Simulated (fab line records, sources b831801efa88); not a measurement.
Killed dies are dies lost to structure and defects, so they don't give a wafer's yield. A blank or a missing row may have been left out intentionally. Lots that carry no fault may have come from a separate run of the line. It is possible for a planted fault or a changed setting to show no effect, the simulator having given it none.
Comparing a struck lot with a sound one | flow sky130 | 17 steps out of a route of 708
Sound: the wafers L824.1, L824.5, L824.6. Wafers L839.1, L839.3, L839.4 were the ones struck. Last of all comes the cause.
Per side, at each step with rows, come the tool, then ch with its chambers, and then its first start. Under that, the readings that differ: sound wafers | struck wafers | difference of the means | sigmas: that difference in standard deviations of wafers without a fault.
alike: a reading whose means differ by less than 2 such deviations, as well as words and numbers matching on both sides. not compared: withheld readings; readings where some wafer has no value; bounds like >300 that might hide an equal value; numbers whose values overlap and for which the record gives no deviation.
A row with sigmas, a row that says differs or no value, or rows on one side alone: a step with any of these is where the two part. Numbers that have no deviation but don't overlap get no sigmas and don't part them. A reading that every wafer of one side lacks parts them only if that side has two wafers or more.

SKY_LOCAL_INTERCONNECT_RS_MEAS_01: the measuring method here is four-point-probe.
  sound on filmMetro-01, day 29 14:49; struck on filmMetro-04, day 34 18:19
  alike: LOCAL_INTERCONNECT_TIN_RS
SKY_LOCAL_INTERCONNECT_THK_MEAS_02: measures by xrf.
  sound on filmMetro-01, day 29 14:56; struck on filmMetro-04, day 34 18:26
  alike: LOCAL_INTERCONNECT_TIN_THK
then, 8 steps without rows for these wafers: SKY_LOCAL_INTERCONNECT_DEHYDRATE_03 (time 60 s); SKY_LOCAL_INTERCONNECT_HMDS_04 (prime time 60 s); SKY_LOCAL_INTERCONNECT_COAT_05 (resist thk 60 nm); SKY_LOCAL_INTERCONNECT_COAT_06 (resist thk 450 nm); SKY_LOCAL_INTERCONNECT_SOFTBAKE_07 (time 90 s); SKY_LOCAL_INTERCONNECT_EXPOSE_08 (exposes mask LI1M, target cd 170 nm); SKY_LOCAL_INTERCONNECT_PEB_09; SKY_LOCAL_INTERCONNECT_DEVELOP_10 (develop time 60 s).
SKY_LOCAL_INTERCONNECT_CD_MEAS_11 targets a cd of 170 nm.
  sound on cdSem-02, day 30 20:22; struck on cdSem-02, day 35 20:29
  alike: cdNm
SKY_LOCAL_INTERCONNECT_OVL_MEAS_12:
  sound on overlay-02, day 30 20:29; struck on overlay-01, day 35 20:36
  alike: LOCAL_INTERCONNECT_OVL
SKY_LOCAL_INTERCONNECT_ETCH_13: etches BARC in N2/H2, stops on SiO2, time 45.9 s, target depth 60 nm.
  sound on rieMetal-02 ch 0,1, day 30 20:31; struck on rieMetal-03 ch 0,1, day 35 20:38
  no value came back on the struck wafers for any of 5 readings (biasW (W), chamberPressureMTorr (mTorr) and others); on the sound wafers biasW (W) reads 100.33 99.83 100.32
reading                                                  | sound             | struck            | difference | sigmas
model.KrF-thick_of_LOCAL_INTERCONNECT_COAT_06.thkNm (nm) | 394.9 393.3 395.1 | 439.1 436.9 438.5 | +43.7      | 
  not compared: rfHoursCounterH
SKY_LOCAL_INTERCONNECT_METAL_ETCH_14: etches TiN in Cl2/BCl3, stops on PSG, target depth 110 nm, time 31.4 s.
  sound on rieMetal-02 ch 0,1, day 30 20:35; struck on rieMetal-03 ch 0,1, day 35 20:42
reading                                                  | sound                | struck               | difference | sigmas
oesProductAu (a.u.)                                      | 0.949 0.961 0.921    | 0.373 0.383 0.370    | -0.568     | -59
throttleValvePct (%)                                     | 21.893 21.907 21.909 | 22.270 22.258 22.259 | +0.359     | +36
model.KrF-thick_of_LOCAL_INTERCONNECT_COAT_06.thkNm (nm) | 350.3 348.9 351.2    | 396.1 394 394.6      | +44.8      | 
  alike: bcl3FlowSccm, biasW, drypumpMotorCurrentA
  not compared: rfHoursCounterH
SKY_LOCAL_INTERCONNECT_STRIP_15: strips in O2/N2.
  sound on plasmaAsher-01 ch 0,1, day 30 20:38; struck on plasmaAsher-03 ch 0,1, day 35 20:45
reading                  | sound             | struck            | difference | sigmas
oesProductAu (a.u.)      | 0.435 0.428 0.423 | 0.443 0.447 0.444 | +0.016     | +4
stripTimeToEndpointS (s) | 4.747 4.719 4.758 | 5.223 5.185 5.201 | +0.462     | +24
  alike: drypumpMotorCurrentA
  not compared: rfHoursCounterH
then, 1 step without rows for these wafers: SKY_LOCAL_INTERCONNECT_STRIP_16 (strips in post etch residue remover, time 1200 s).
-- a jump in the record: the struck wafers' starts before and after are 14 days apart (it breaks off in module LOCAL_INTERCONNECT and resumes in module PAD_OPEN, where the first step shown is number 708 of the route) --
SKY_PAD_OPEN_PROBE_99:
  record: rows for the struck wafers here (prober-01, day 49 18:35), none for the sound ones

== WHERE THEY PART ==
At SKY_LOCAL_INTERCONNECT_ETCH_13 first; at SKY_PAD_OPEN_PROBE_99 last (within this record only).

WHY: the cause the simulator had injected
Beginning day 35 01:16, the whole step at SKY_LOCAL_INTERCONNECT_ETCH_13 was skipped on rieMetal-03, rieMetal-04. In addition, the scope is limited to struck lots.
